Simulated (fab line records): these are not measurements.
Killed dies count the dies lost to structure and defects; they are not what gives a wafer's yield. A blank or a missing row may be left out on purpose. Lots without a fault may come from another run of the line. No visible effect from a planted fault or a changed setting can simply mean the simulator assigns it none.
Which tool is to blame?    flow gf180mcu    36 wafers from 12 lots sampled at 5 of the route's 602 steps

## WHAT EACH GAUGE READ, for each wafer
GF_POLY_GATE_CD_MEAS_10: the cd target is 280 nm. Usual: cdNm reads 279.9 nm (standard deviation 1.3).
lot   measured      on        cdNm (nm)                            flag
L364  day 10 02:15  cdSem-01  278.6 279.4 278.6                    
L365  day 10 12:15  cdSem-02  280.0 280.0 280.5                    
L368  day 11 08:12  cdSem-02  282.5 280.3 281.1                    
L369  day 11 16:06  cdSem-02  233.6 232.8 279.1 233.9 232.9 278.5  OFF
L370  day 11 22:44  cdSem-01  279.9 235.9 279.5 279.8 235.9 279.3  OFF
L378  day 14 13:21  cdSem-01  279.7 280.1 280.4                    
L379  day 14 18:48  cdSem-02  280.9 280.1 281.4                    
L380  day 15 09:34  cdSem-02  279.8 278.9 279.5                    
L381  day 15 09:40  cdSem-01  278.8 279.4 279.1                    
L382  day 15 18:50  cdSem-01  280.6 281.2 281.0                    
L383  day 15 18:53  cdSem-02  281.8 281.3 282.0                    
L384  day 16 08:34  cdSem-01  278.9 278.7 279.9                    

GF_POLY_GATE_THK_MEAS_17. Usual: POLY_GATE_OXIDATION_THK 4.02 nm, standard deviation 0.079.
lot   measured      on            POLY_GATE_OXIDATION_THK (nm)  flag
L364  day 10 03:55  filmMetro-02  4.06 3.94 4.05                
L365  day 10 13:55  filmMetro-01  3.93 3.95 3.96                
L368  day 11 10:20  filmMetro-02  4.00 4.06 4.02                
L369  day 11 21:59  filmMetro-04  4.09 4.03 4.02                
L370  day 12 03:40  filmMetro-04  4.12 4.09 4.07                
L378  day 14 23:08  filmMetro-02  4.08 4.14 4.06                
L379  day 14 23:10  filmMetro-01  4.01 4.00 3.99                
L380  day 15 14:26  filmMetro-02  4.06 3.94 3.93                
L381  day 15 14:26  filmMetro-01  4.03 3.89 4.01                
L382  day 16 00:05  filmMetro-02  4.15 4.08 4.11                
L383  day 16 00:06  filmMetro-04  4.10 4.08 4.06                
L384  day 16 16:18  filmMetro-04  4.08 4.03 4.14                

## WHAT TOOL EACH LOT RAN ON (gives the tool, then ch and the chambers of the sampled wafers, and finally the start)
lot   GF_VT_IMPLANT_STRIP_31               GF_POLY_GATE_EXPOSE_07            GF_POLY_GATE_ETCH_13
L364  plasmaAsher-03 ch 0,1, day 7 16:08   krfScanner-02 ch 0, day 9 17:43   rieSi-01 ch 2,3, day 10 02:27
L365  plasmaAsher-04 ch 0,1, day 8 01:26   krfScanner-01 ch 0, day 10 03:16  rieSi-02 ch 0,1,3, day 10 12:27
L368  plasmaAsher-03 ch 0,1, day 8 19:34   krfScanner-02 ch 0, day 10 23:12  rieSi-01 ch 0,1,3, day 11 08:24
L369  plasmaAsher-02 ch 0,1, day 9 04:11   krfScanner-02 ch 0, day 11 07:15  rieSi-01 ch 0,2, day 11 20:12
L370  plasmaAsher-02 ch 0,1, day 9 09:32   krfScanner-02 ch 0, day 11 13:04  rieSi-01 ch 0,3, day 12 01:05
L378  plasmaAsher-02 ch 0, day 11 18:32    krfScanner-01 ch 0, day 14 03:40  rieSi-02 ch 0,2,3, day 14 13:34
L379  plasmaAsher-03 ch 0,1, day 11 23:10  krfScanner-02 ch 0, day 14 08:50  rieSi-02 ch 1,2, day 14 19:01
L380  plasmaAsher-02 ch 1, day 12 05:56    krfScanner-02 ch 0, day 14 23:25  rieSi-02 ch 1,2, day 15 09:45
L381  plasmaAsher-02 ch 0,1, day 12 10:04  krfScanner-01 ch 0, day 14 23:40  rieSi-01 ch 1,3, day 15 09:52
L382  plasmaAsher-02 ch 0,1, day 12 17:22  krfScanner-01 ch 0, day 15 07:35  rieSi-02 ch 0,1,3, day 15 19:02
L383  plasmaAsher-03 ch 0,1, day 12 22:22  krfScanner-02 ch 0, day 15 07:58  rieSi-01 ch 0,1,3, day 15 19:04
L384  plasmaAsher-02 ch 0,1, day 13 03:07  krfScanner-02 ch 0, day 15 22:04  rieSi-02 ch 0,1,2, day 16 08:45
- GF_VT_IMPLANT_STRIP_31: strips in O2/N2.
- GF_POLY_GATE_EXPOSE_07: exposes mask Poly2, target cd 280 nm.
- GF_POLY_GATE_ETCH_13: etches poly-Si in HBr/Cl2, stops on SiO2, target depth 198.5 nm, time 69.6 s.

## WHAT THE TOOLS THEMSELVES READ (means of the sampled wafers that have a number; where no wafer has one, the mark that the record gives instead)
GF_VT_IMPLANT_STRIP_31. Usual: drypumpMotorCurrentA 6.11 A, standard deviation 0.22; heaterPowerW 343 W, standard deviation 22; oesProductAu 0.716 a.u., standard deviation 0.0047; stripTimeToEndpointS 12.62 s, standard deviation 0.037.
lot   tool            drypumpMotorCurrentA (A)  heaterPowerW (W)  oesProductAu (a.u.)  stripTimeToEndpointS (s)  flag
L364  plasmaAsher-03  5.94                      348               0.709                12.61                     
L365  plasmaAsher-04  5.97                      340               0.719                12.66                     
L368  plasmaAsher-03  6.14                      367               0.715                12.65                     
L369  plasmaAsher-02  6.17                      327               0.717                12.57                     
L370  plasmaAsher-02  6.17                      333               0.714                12.59                     
L378  plasmaAsher-02  6.25                      341               0.716                12.58                     
L379  plasmaAsher-03  6.13                      362               0.714                12.68                     
L380  plasmaAsher-02  6.15                      323               0.716                12.63                     
L381  plasmaAsher-02  6.18                      334               0.719                12.61                     
L382  plasmaAsher-02  6.21                      336               0.715                12.62                     
L383  plasmaAsher-03  6.15                      364               0.718                12.60                     
L384  plasmaAsher-02  6.16                      329               0.714                12.64                     

GF_POLY_GATE_ETCH_13. Usual: HBr_flow_sccm 150.0 sccm, standard deviation 0.39; drypumpMotorCurrentA 5.3 A, standard deviation 0.36; heBacksideLeakSccm 2.68 sccm, standard deviation 0.25; oesProductAu 0.989 a.u., standard deviation 0.0065; throttleValvePct 33.684 %, standard deviation 0.0093.
lot   tool      HBr_flow_sccm (sccm)  drypumpMotorCurrentA (A)  heBacksideLeakSccm (sccm)  oesProductAu (a.u.)  throttleValvePct (%)  flag
L364  rieSi-01  150.2                 5.2                       2.43                       0.987                33.683                
L365  rieSi-02  149.9                 5.3                       2.66                       0.986                33.683                
L368  rieSi-01  150.1                 5.7                       2.59                       0.997                33.689                
L369  rieSi-01  150.0                 5.7                       2.75                       0.988                33.687                
L370  rieSi-01  150.0                 5.5                       2.48                       0.996                33.689                
L378  rieSi-02  150.1                 5.2                       2.66                       0.983                33.684                
L379  rieSi-02  149.7                 5.1                       2.84                       0.985                33.673                
L380  rieSi-02  149.7                 5.2                       2.88                       0.985                33.684                
L381  rieSi-01  149.7                 5.5                       2.39                       0.983                33.681                
L382  rieSi-02  150.4                 5.3                       2.56                       0.997                33.680                
L383  rieSi-01  150.0                 5.7                       2.66                       0.991                33.689                
L384  rieSi-02  150.2                 5.4                       2.69                       0.985                33.677                

## THE ANSWER, worked out from the rows above alone
Rule: lot off if the mean of its wafers having a number is beyond 3 standard deviations from the usual mean. Also off: a lot with no number at a reading for which 4 or more lots have one. Any other lot the step has rows for is counted as sound. Order of review: gauges by route order, followed by the tools' own readings, for which a lot's mean as printed above is used. The first step at which some lot is off is used, and at that step the reading that is off furthest; a lot without a number counts as furthest.
Off: L369, L370 (GF_POLY_GATE_CD_MEAS_10, cdNm).
If a tool, at a process step before that reading, ran all the lots that are off and no sound lot after the first of them, it fits. The gauges at GF_POLY_GATE_CD_MEAS_10 are tried like those tools. Of those tried, none fits.

## WHAT WAS PUT IN BY THE SIMULATOR
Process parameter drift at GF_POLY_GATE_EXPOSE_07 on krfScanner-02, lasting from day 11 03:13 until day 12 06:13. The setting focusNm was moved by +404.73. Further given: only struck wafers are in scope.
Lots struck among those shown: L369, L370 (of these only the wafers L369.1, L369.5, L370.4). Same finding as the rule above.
